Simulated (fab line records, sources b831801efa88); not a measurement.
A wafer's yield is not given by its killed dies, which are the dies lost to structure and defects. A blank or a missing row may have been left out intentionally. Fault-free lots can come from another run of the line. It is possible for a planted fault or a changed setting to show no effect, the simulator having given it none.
Which of the tools did it? :: flow sky130 :: 14 lots, 42 wafers sampled, at 7 steps of a route of 708

WHAT THE GAUGES SHOWED, per wafer
SKY_POLY_CUT_CD_MEAS_08: the cd target is 270 nm.
lot: L949
measured: day 24 10:51
on: cdSem-02
cdNm (nm): 271.8 270.6 271.5

lot: L948
measured: day 24 12:12
on: cdSem-01
cdNm (nm): 270.7 272.3 272.4

lot: L951
measured: day 25 06:56
on: cdSem-02
cdNm (nm): 269.1 271.3 269.3

lot: L953
measured: day 26 17:44
on: cdSem-02
cdNm (nm): 268.8 271.1 271.0

lot: L955
measured: day 26 18:05
on: cdSem-02
cdNm (nm): 270.3 270.8 270.8

lot: L954
measured: day 26 21:04
on: cdSem-01
cdNm (nm): 269.4 269.6 269.8

lot: L956
measured: day 27 03:57
on: cdSem-02
cdNm (nm): 272.2 270.0 271.7

lot: L960
measured: day 28 14:49
on: cdSem-02
cdNm (nm): 267.8 267.3 269.6

lot: L964
measured: day 29 20:23
on: cdSem-02
cdNm (nm): 269.1 268.1 268.0

lot: L965
measured: day 30 00:02
on: cdSem-02
cdNm (nm): 270.7 272.0 272.0

lot: L966
measured: day 30 04:51
on: cdSem-02
cdNm (nm): 268.6 269.5 270.1

lot: L968
measured: day 31 06:25
on: cdSem-01
cdNm (nm): 268.2 268.7 269.1

lot: L969
measured: day 31 10:02
on: cdSem-01
cdNm (nm): 272.3 270.2 270.1

lot: L970
measured: day 31 15:01
on: cdSem-01
cdNm (nm): 268.7 269.3 269.3

SKY_SD_P_TW_MEAS_11.
lot: L949
measured: day 25 17:13
on: filmMetro-01
SD_P_TW: 2835 2830 2833

lot: L948
measured: day 25 18:02
on: filmMetro-03
SD_P_TW: 2817 2794 2797

lot: L951
measured: day 26 12:50
on: filmMetro-03
SD_P_TW: 2802 2808 2787

lot: L953
measured: day 27 22:44
on: filmMetro-03
SD_P_TW: 2790 2788 2796

lot: L955
measured: day 27 22:51
on: filmMetro-03
SD_P_TW: 2798 2783 2786

lot: L954
measured: day 28 01:40
on: filmMetro-02
SD_P_TW: 30 30 30

lot: L956
measured: day 28 08:56
on: filmMetro-01
SD_P_TW: 30 30 30

lot: L960
measured: day 29 19:13
on: filmMetro-03
SD_P_TW: 2817 2816 2822

lot: L964
measured: day 31 01:08
on: filmMetro-01
SD_P_TW: 2821 2809 2809

lot: L965
measured: day 31 04:25
on: filmMetro-02
SD_P_TW: 2798 2820 2809

lot: L966
measured: day 31 09:44
on: filmMetro-02
SD_P_TW: 2799 2813 2812

lot: L968
measured: day 32 10:10
on: filmMetro-02
SD_P_TW: 2796 2785 2807

lot: L969
measured: day 32 14:26
on: filmMetro-02
SD_P_TW: 2806 2797 2798

lot: L970
measured: day 32 19:23
on: filmMetro-02
SD_P_TW: 2788 2803 2812

SKY_SD_N_OVL_MEAS_08.
lot: L949
measured: day 28 03:14
on: overlay-01
SD_N_OVL (nm): -1.4 -1.1 0.4

lot: L948
measured: day 28 03:21
on: overlay-02
SD_N_OVL (nm): -1.1 -0.4 -0.5

lot: L951
measured: day 28 21:56
on: overlay-01
SD_N_OVL (nm): -0.8 0.7 -0.3

lot: L953
measured: day 30 06:03
on: overlay-02
SD_N_OVL (nm): -1.0 0.1 -1.1

lot: L955
measured: day 30 06:11
on: overlay-01
SD_N_OVL (nm): 0.0 -1.0 -0.1

lot: L954
measured: day 30 10:15
on: overlay-02
SD_N_OVL (nm): 0.4 1.2 0.7

lot: L956
measured: day 30 15:48
on: overlay-01
SD_N_OVL (nm): -1.0 -0.3 0.1

lot: L960
measured: day 32 02:31
on: overlay-02
SD_N_OVL (nm): -0.5 -2.5 -1.7

lot: L964
measured: day 33 08:06
on: overlay-02
SD_N_OVL (nm): -1.6 -1.0 -3.5

lot: L965
measured: day 33 10:04
on: overlay-02
SD_N_OVL (nm): -2.2 -1.9 -1.1

lot: L966
measured: day 33 15:06
on: overlay-01
SD_N_OVL (nm): 0.4 0.2 -0.7

lot: L968
measured: day 34 15:31
on: overlay-01
SD_N_OVL (nm): -0.8 -2.0 -0.1

lot: L969
measured: day 34 19:32
on: overlay-01
SD_N_OVL (nm): -3.3 -1.7 -1.0

lot: L970
measured: day 35 00:49
on: overlay-01
SD_N_OVL (nm): -2.2 -2.0 -1.0

SKY_SD_N_RS_MEAS_17: the measuring method here is four-point-probe.
lot: L949
measured: day 28 04:05
on: filmMetro-03
SD_P_RS (ohm/sq): 147.7 148.0 148.2

lot: L948
measured: day 28 04:14
on: filmMetro-01
SD_P_RS (ohm/sq): 148.7 148.2 148.7

lot: L951
measured: day 28 22:48
on: filmMetro-03
SD_P_RS (ohm/sq): 148.3 148.3 148.7

lot: L953
measured: day 30 06:55
on: filmMetro-03
SD_P_RS (ohm/sq): 148.0 147.6 147.7

lot: L955
measured: day 30 07:05
on: filmMetro-02
SD_P_RS (ohm/sq): 148.0 147.9 148.0

lot: L954
measured: day 30 11:05
on: filmMetro-03
SD_P_RS (ohm/sq): 133.0 132.8 132.6

lot: L956
measured: day 30 16:39
on: filmMetro-01
SD_P_RS (ohm/sq): 132.7 132.8 133.0

lot: L960
measured: day 32 03:21
on: filmMetro-01
SD_P_RS (ohm/sq): 148.2 148.2 148.0

lot: L964
measured: day 33 08:58
on: filmMetro-03
SD_P_RS (ohm/sq): 148.1 148.2 148.2

lot: L965
measured: day 33 10:54
on: filmMetro-03
SD_P_RS (ohm/sq): 147.8 148.0 148.2

lot: L966
measured: day 33 15:59
on: filmMetro-03
SD_P_RS (ohm/sq): 148.0 148.0 148.0

lot: L968
measured: day 34 16:20
on: filmMetro-02
SD_P_RS (ohm/sq): 148.3 148.3 148.7

lot: L969
measured: day 34 20:25
on: filmMetro-03
SD_P_RS (ohm/sq): 148.0 148.3 147.8

lot: L970
measured: day 35 01:39
on: filmMetro-02
SD_P_RS (ohm/sq): 148.0 148.3 148.3

SKY_LI_CONTACT_BOW_MEAS_03.
lot: L949
measured: day 28 04:49
on: filmMetro-02
LI_CONTACT_BOW (um): 62 52 53

lot: L948
measured: day 28 05:05
on: filmMetro-02
LI_CONTACT_BOW (um): 58 64 55

lot: L951
measured: day 28 23:31
on: filmMetro-02
LI_CONTACT_BOW (um): 50 54 61

lot: L953
measured: day 30 07:47
on: filmMetro-02
LI_CONTACT_BOW (um): 52 62 58

lot: L955
measured: day 30 07:55
on: filmMetro-02
LI_CONTACT_BOW (um): 62 59 49

lot: L960
measured: day 32 04:04
on: filmMetro-03
LI_CONTACT_BOW (um): 47 53 59

lot: L964
measured: day 33 09:41
on: filmMetro-01
LI_CONTACT_BOW (um): 47 49 46

lot: L965
measured: day 33 11:37
on: filmMetro-03
LI_CONTACT_BOW (um): 68 54 62

lot: L966
measured: day 33 16:42
on: filmMetro-01
LI_CONTACT_BOW (um): 56 47 58

lot: L968
measured: day 34 17:04
on: filmMetro-02
LI_CONTACT_BOW (um): 56 51 56

lot: L969
measured: day 34 21:08
on: filmMetro-03
LI_CONTACT_BOW (um): 57 47 51

lot: L970
measured: day 35 02:22
on: filmMetro-01
LI_CONTACT_BOW (um): 45 43 54

TOOL THAT RAN EACH LOT (tool first, then ch and the chambers of the sampled wafers, then the start)
lot: L949
SKY_SD_P_IMPLANT_09: implanter-04 ch 0, day 25 16:59
SKY_SD_P_STRIP_10: plasmaAsher-03 ch 0,1, day 25 17:07

lot: L948
SKY_SD_P_IMPLANT_09: implanter-03 ch 0, day 25 17:47
SKY_SD_P_STRIP_10: plasmaAsher-03 ch 0,1, day 25 17:56

lot: L951
SKY_SD_P_IMPLANT_09: implanter-02 ch 0, day 26 12:35
SKY_SD_P_STRIP_10: plasmaAsher-01 ch 0,1, day 26 12:44

lot: L953
SKY_SD_P_IMPLANT_09: implanter-04 ch 0, day 27 22:31
SKY_SD_P_STRIP_10: plasmaAsher-03 ch 0,1, day 27 22:39

lot: L955
SKY_SD_P_IMPLANT_09: implanter-02 ch 0, day 27 22:38
SKY_SD_P_STRIP_10: plasmaAsher-01 ch 0,1, day 27 22:46

lot: L954
SKY_SD_P_IMPLANT_09: implanter-03, day 28 01:25
SKY_SD_P_STRIP_10: plasmaAsher-03 ch 0,1, day 28 01:34

lot: L956
SKY_SD_P_IMPLANT_09: implanter-03, day 28 08:42
SKY_SD_P_STRIP_10: plasmaAsher-04 ch 1, day 28 08:50

lot: L960
SKY_SD_P_IMPLANT_09: implanter-04 ch 0, day 29 18:58
SKY_SD_P_STRIP_10: plasmaAsher-03 ch 0,1, day 29 19:07

lot: L964
SKY_SD_P_IMPLANT_09: implanter-03 ch 0, day 31 00:55
SKY_SD_P_STRIP_10: plasmaAsher-04 ch 0,1, day 31 01:02

lot: L965
SKY_SD_P_IMPLANT_09: implanter-03 ch 0, day 31 04:10
SKY_SD_P_STRIP_10: plasmaAsher-03 ch 0,1, day 31 04:19

lot: L966
SKY_SD_P_IMPLANT_09: implanter-04 ch 0, day 31 09:31
SKY_SD_P_STRIP_10: plasmaAsher-04 ch 0,1, day 31 09:38

lot: L968
SKY_SD_P_IMPLANT_09: implanter-02 ch 0, day 32 09:55
SKY_SD_P_STRIP_10: plasmaAsher-03 ch 0,1, day 32 10:04

lot: L969
SKY_SD_P_IMPLANT_09: implanter-03 ch 0, day 32 14:13
SKY_SD_P_STRIP_10: plasmaAsher-01 ch 0,1, day 32 14:21

lot: L970
SKY_SD_P_IMPLANT_09: implanter-04 ch 0, day 32 19:08
SKY_SD_P_STRIP_10: plasmaAsher-04 ch 0,1, day 32 19:17
- SKY_SD_P_IMPLANT_09
- SKY_SD_P_STRIP_10: strips in O2/N2.

AS READ BY THE TOOLS THEMSELVES (means over the sampled wafers that have a number; for cases with no such wafer, the mark the record gives instead)
SKY_SD_P_IMPLANT_09.
lot: L949
tool: implanter-04
beamEnergyKeV: 19.633
beamOnS (s): 13.3

lot: L948
tool: implanter-03
beamEnergyKeV: 19.636
beamOnS (s): 15.0

lot: L951
tool: implanter-02
beamEnergyKeV: 19.638
beamOnS (s): 15.9

lot: L953
tool: implanter-04
beamEnergyKeV: 19.645
beamOnS (s): 12.8

lot: L955
tool: implanter-02
beamEnergyKeV: 19.644
beamOnS (s): 15.7

lot: L954
tool: implanter-03
beamEnergyKeV: -
beamOnS (s): -

lot: L956
tool: implanter-03
beamEnergyKeV: -
beamOnS (s): -

lot: L960
tool: implanter-04
beamEnergyKeV: 19.633
beamOnS (s): 13.2

lot: L964
tool: implanter-03
beamEnergyKeV: 19.647
beamOnS (s): 15.3

lot: L965
tool: implanter-03
beamEnergyKeV: 19.639
beamOnS (s): 15.2

lot: L966
tool: implanter-04
beamEnergyKeV: 19.641
beamOnS (s): 13.0

lot: L968
tool: implanter-02
beamEnergyKeV: 19.638
beamOnS (s): 15.8

lot: L969
tool: implanter-03
beamEnergyKeV: 19.648
beamOnS (s): 15.0

lot: L970
tool: implanter-04
beamEnergyKeV: 19.641
beamOnS (s): 13.4

SKY_SD_P_STRIP_10.
lot: L949
tool: plasmaAsher-03
drypumpMotorCurrentA (A): 5.6
oesProductAu (a.u.): 0.617
stripTimeToEndpointS (s): 17.44

lot: L948
tool: plasmaAsher-03
drypumpMotorCurrentA (A): 5.6
oesProductAu (a.u.): 0.613
stripTimeToEndpointS (s): 17.39

lot: L951
tool: plasmaAsher-01
drypumpMotorCurrentA (A): 6.2
oesProductAu (a.u.): 0.618
stripTimeToEndpointS (s): 17.37

lot: L953
tool: plasmaAsher-03
drypumpMotorCurrentA (A): 5.6
oesProductAu (a.u.): 0.619
stripTimeToEndpointS (s): 17.45

lot: L955
tool: plasmaAsher-01
drypumpMotorCurrentA (A): 6.2
oesProductAu (a.u.): 0.610
stripTimeToEndpointS (s): 17.36

lot: L954
tool: plasmaAsher-03
drypumpMotorCurrentA (A): 5.2
oesProductAu (a.u.): 0.716
stripTimeToEndpointS (s): 14.15

lot: L956
tool: plasmaAsher-04
drypumpMotorCurrentA (A): 4.9
oesProductAu (a.u.): 0.720
stripTimeToEndpointS (s): 14.13

lot: L960
tool: plasmaAsher-03
drypumpMotorCurrentA (A): 5.2
oesProductAu (a.u.): 0.620
stripTimeToEndpointS (s): 17.40

lot: L964
tool: plasmaAsher-04
drypumpMotorCurrentA (A): 5.6
oesProductAu (a.u.): 0.618
stripTimeToEndpointS (s): 17.47

lot: L965
tool: plasmaAsher-03
drypumpMotorCurrentA (A): 5.6
oesProductAu (a.u.): 0.622
stripTimeToEndpointS (s): 17.39

lot: L966
tool: plasmaAsher-04
drypumpMotorCurrentA (A): 5.3
oesProductAu (a.u.): 0.622
stripTimeToEndpointS (s): 17.45

lot: L968
tool: plasmaAsher-03
drypumpMotorCurrentA (A): 5.6
oesProductAu (a.u.): 0.622
stripTimeToEndpointS (s): 17.40

lot: L969
tool: plasmaAsher-01
drypumpMotorCurrentA (A): 6.2
oesProductAu (a.u.): 0.623
stripTimeToEndpointS (s): 17.46

lot: L970
tool: plasmaAsher-04
drypumpMotorCurrentA (A): 5.6
oesProductAu (a.u.): 0.621
stripTimeToEndpointS (s): 17.41

THE ANSWER, worked out from the rows above alone
Rule: what is usual is taken from the lots themselves. Put in order of their means at a reading, lots are off if they are a third of the lots or fewer, leave a main group of 4 or more, and stand apart from it by a gap of 3 or more times the standard deviation of the main group's means; of several such gaps the widest counts. Not used: any main group whose means are identical at the precision the tables above print for the reading. Also off: a lot with no number at a reading for which 4 or more lots have one. All remaining lots with rows at the step are treated as sound. After the gauges, taken in route order, come the tools' own readings; for these a lot's mean is taken, as printed above. The first step at which some lot is off is used, and at that step the reading that is off furthest; a lot without a number counts as furthest.
Off: at SKY_SD_P_TW_MEAS_11 (SD_P_TW), L954, L956. The main group has a mean of 2805 with a standard deviation of 12.
If a tool, at a process step before that reading, ran all the lots that are off and no sound lot after the first of them, it fits. The gauges at SKY_SD_P_TW_MEAS_11 aren't tried: what is off there is off at SKY_SD_P_IMPLANT_09 too, on other tools, and a gauge's error can't cause that. No candidate that was tried fits.

WHAT WAS PUT IN BY THE SIMULATOR
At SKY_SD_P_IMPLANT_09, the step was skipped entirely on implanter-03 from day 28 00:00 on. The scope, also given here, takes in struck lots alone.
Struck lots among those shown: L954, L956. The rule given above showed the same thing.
